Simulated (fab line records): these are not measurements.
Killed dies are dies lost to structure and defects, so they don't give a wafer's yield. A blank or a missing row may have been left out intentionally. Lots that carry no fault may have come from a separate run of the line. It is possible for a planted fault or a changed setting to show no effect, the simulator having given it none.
A lot that was struck, set against a sound lot || flow sfqLine || 14 out of 325 route steps
Sound: wafers L827.2, L827.4, L827.5. Wafers struck: L818.1, L818.4, L818.5. Last of all comes the cause.
At each step with rows: each side's tool, then ch and its chambers, then its first start. Under that, the readings that differ: sound wafers || struck wafers || difference of the means || sigmas: that difference in standard deviations of wafers without a fault.
alike: same words and numbers on both sides, and readings whose means sit less than 2 such deviations apart. not compared: any withheld reading, any reading some wafer has no value for, any bound like >300 that may hide the same value, and any number with overlapping values for which the record gives no deviation.
A row with sigmas, a row that says differs or no value, or rows on one side alone: a step with any of these is where the two part. Non-overlapping numbers with no deviation appear without sigmas and do not part them. A reading missing from all wafers of one side parts the sides only when that side holds two or more wafers.

first, 6 steps without rows for these wafers: SFQ_TRILAYER_M7_LITHO_COAT_182 (resist thk 62 nm); SFQ_TRILAYER_M7_LITHO_COAT_177 (resist thk 600 nm); SFQ_TRILAYER_M7_LITHO_SOFTBAKE_181; SFQ_TRILAYER_M7_LITHO_EXPOSE_178 (exposes mask M7, target cd 500 nm); SFQ_TRILAYER_M7_LITHO_PEB_180 (peb time 60 s); SFQ_TRILAYER_M7_LITHO_DEVELOP_179 (time 60 s).
SFQ_M7_OVL_MEAS_945:
  sound on overlay-02 at day 78 00:46; struck on overlay-02 at day 76 19:12
  alike: M7_OVL
SFQ_TRILAYER_M7_BARC_OPEN_METAL_ETCH_229: etches BARC in O2, target depth 125 nm, time 41.7 s.
  sound on rieMetal-02 ch 0,1, day 78 00:47; struck on rieMetal-02 ch 0,1, day 76 19:14
  alike: biasW, drypumpMotorCurrentA, oesProductAu
  not compared: rfHoursCounterH
SFQ_TRILAYER_M7_ETCH_METAL_ETCH_180: etches Nb in Cl2/Ar, stops on SiO2, target depth 240 nm, time 120 s.
  sound on rieMetal-02 ch 0,1, day 78 00:51; struck on rieMetal-02 ch 0,1, day 76 19:18
  alike: biasW, drypumpMotorCurrentA, oesProductAu
  not compared: rfHoursCounterH
SFQ_TRILAYER_M7_STRIP_STRIP_181: strips in O2.
  sound on rieMetal-02 ch 0,1, day 78 00:58; struck on rieMetal-02 ch 0,1, day 76 19:25
  alike: drypumpMotorCurrentA, oesProductAu
  not compared: rfHoursCounterH
then, 1 step without rows for these wafers: SFQ_TRILAYER_M7_STRIP_SOLV_CLEAN_182 (cleans in NMP, time 600 s).
SFQ_TRILAYER_I7_DEP_PECVD_183: deposits SiO2 from SiH4/N2O, time 111.11 s, target thk 500 nm.
  sound on pecvd-02 ch 1,2, day 78 01:45; struck on pecvd-01 ch 0,2, day 76 20:12
  alike: chamberPressureTorr, heaterPowerW, showerheadVppV, throttleValvePct
SFQ_TRILAYER_I7_CMP_CMP_184: polishes SiO2.
  sound on cmp-01 ch 1,2, day 78 02:20; struck on cmp-02 ch 0,2,3, day 76 20:17
{"reading": "headPressurePsi (psi)", "sound": "2.989 3.001 3.000", "struck": "2.781 2.768 2.763", "difference": -0.226, "sigmas": -32}
  alike: motorCurrentA, timeToEndpointS
SFQ_I7_BOW_MEAS_946:
  sound on filmMetro-04 at day 78 05:22; struck on filmMetro-04 at day 76 23:17
  alike: I7_BOW

== WHERE THEY PART ==
Only at SFQ_TRILAYER_I7_CMP_CMP_184, as far as this record shows. Later steps at which nothing parts them and some readings are alike: SFQ_I7_BOW_MEAS_946.

WHY: what the simulator had put in
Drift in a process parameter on cmp-02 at SFQ_TRILAYER_I7_CMP_CMP_184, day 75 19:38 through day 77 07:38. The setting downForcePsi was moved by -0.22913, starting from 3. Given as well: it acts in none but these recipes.
